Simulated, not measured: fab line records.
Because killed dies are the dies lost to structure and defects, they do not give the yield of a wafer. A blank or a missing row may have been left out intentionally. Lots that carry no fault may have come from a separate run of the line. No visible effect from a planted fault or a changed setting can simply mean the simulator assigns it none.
Comparing a struck lot with a sound one :: flow sky130 :: 28 steps out of a route of 708
Sound: the wafers L721.1, L721.3, L721.6. Wafers L713.2, L713.3, L713.4 were the ones struck. Last of all comes the cause.
Order at every step that has rows: each side's tool, ch and its chambers, its first start. Under that, the readings that differ: sound wafers :: struck wafers :: difference of the means :: sigmas: that difference in standard deviations of wafers without a fault.
alike: readings with means less than 2 such deviations apart, plus words and numbers identical on both sides. not compared: withheld readings, readings lacking a value on some wafer, bounds such as >300 that could conceal the same value, and numbers that have no deviation in the record and whose values overlap.
The two part at a step that has a row with sigmas, a row that says differs or no value, or rows on one side only. When numbers do not overlap yet have no deviation, they are printed without sigmas and do not part them. A reading that every wafer of one side lacks parts them only if that side has two wafers or more.

first, 1 step without rows for these wafers: SKY_DNWELL_IMPLANT_07.
SKY_DNWELL_STRIP_08: strips in O2/N2.
  sound on plasma-asher-02 ch 1, day 6 06:48; struck on plasma-asher-03 ch 0,1, day 4 15:03
  alike: chamber-pressure-mTorr, drypump-motor-current-A, o2-flow-sccm, oes-product-au, strip-time-to-endpoint-s
  not compared: rf-hours-counter-h
SKY_DNWELL_TW_MEAS_09:
  sound on film-metro-02 at day 6 06:54; struck on film-metro-03 at day 4 15:10
  alike: DNWELL_TW
then, 7 steps without rows for these wafers: SKY_PWDE_DEHYDRATE_00 (time 60 s); SKY_PWDE_HMDS_01 (prime time 60 s); SKY_PWDE_COAT_02 (resist thk 3000 nm); SKY_PWDE_SOFTBAKE_03; SKY_PWDE_EXPOSE_04 (exposes mask PWDEM, target cd 840 nm); SKY_PWDE_PEB_05; SKY_PWDE_DEVELOP_06 (develop time 60 s).
SKY_PWDE_OVL_MEAS_07:
  sound on overlay-02 at day 7 02:34; struck on overlay-02 at day 5 08:41
  alike: PWDE_OVL
after that, 1 step had no rows for these wafers: SKY_PWDE_IMPLANT_08.
SKY_PWDE_STRIP_09: strips in O2/N2.
  sound on plasma-asher-02 ch 0,1, day 7 02:44; struck on plasma-asher-02 ch 0,1, day 5 08:52
  no value came back on the struck wafers for any of 5 readings (chamber-pressure-mTorr (mTorr), drypump-motor-current-A (A) and others); on the sound wafers chamber-pressure-mTorr (mTorr) reads 1498.6 1500.2 1498.9
reading: model.coat_of_PWDE_COAT_02.thk-nm (nm)
sound: 0 0 0
struck: 2988 2982 2987
difference: +2986
sigmas: 
  not compared: rf-hours-counter-h
SKY_PWDE_TW_MEAS_10:
  sound on film-metro-01 at day 7 02:53; struck on film-metro-02 at day 5 08:59
  alike: PWDE_TW
then, 7 steps without rows for these wafers: SKY_NWELL_DEHYDRATE_03 (time 60 s); SKY_NWELL_HMDS_04 (prime time 60 s); SKY_NWELL_COAT_05 (resist thk 3000 nm); SKY_NWELL_SOFTBAKE_06; SKY_NWELL_EXPOSE_07 (exposes mask NWM, target cd 840 nm); SKY_NWELL_PEB_08; SKY_NWELL_DEVELOP_09 (develop time 60 s).
SKY_NWELL_OVL_MEAS_10:
  sound on overlay-02 at day 7 22:50; struck on overlay-02 at day 6 03:44
  alike: NWELL_00_OVL
then, 3 steps without rows for these wafers: SKY_NWELL_IMPLANT_11; SKY_NWELL_IMPLANT_12; SKY_NWELL_IMPLANT_13.
SKY_NWELL_STRIP_14: strips in O2/N2.
  sound on plasma-asher-02 ch 0,1, day 7 23:19; struck on plasma-asher-03 ch 0,1, day 6 04:13
reading: oes-product-au (a.u.)
sound: 0.721 0.732 0.720
struck: 0.746 0.731 0.729
difference: +0.011
sigmas: +2

reading: strip-time-to-endpoint-s (s)
sound: 36.96 36.94 37.03
struck: 81.06 80.89 80.91
difference: +43.98
sigmas: +99 or more
  alike: chamber-pressure-mTorr, drypump-motor-current-A, o2-flow-sccm
  not compared: rf-hours-counter-h
SKY_NWELL_TW_MEAS_15:
  sound on film-metro-03 at day 7 23:25; struck on film-metro-03 at day 6 04:20
reading: NWELL_TW
sound: 1853 1849 1845
struck: 30 30 30
difference: -1819
sigmas: -99 or more
then, 1 step without rows for these wafers: SKY_NWELL_DEHYDRATE_16 (time 60 s).

## WHERE THEY PART
Earliest at SKY_PWDE_STRIP_09; latest, in this record, at SKY_NWELL_TW_MEAS_15.

WHY: whatever the simulator had introduced
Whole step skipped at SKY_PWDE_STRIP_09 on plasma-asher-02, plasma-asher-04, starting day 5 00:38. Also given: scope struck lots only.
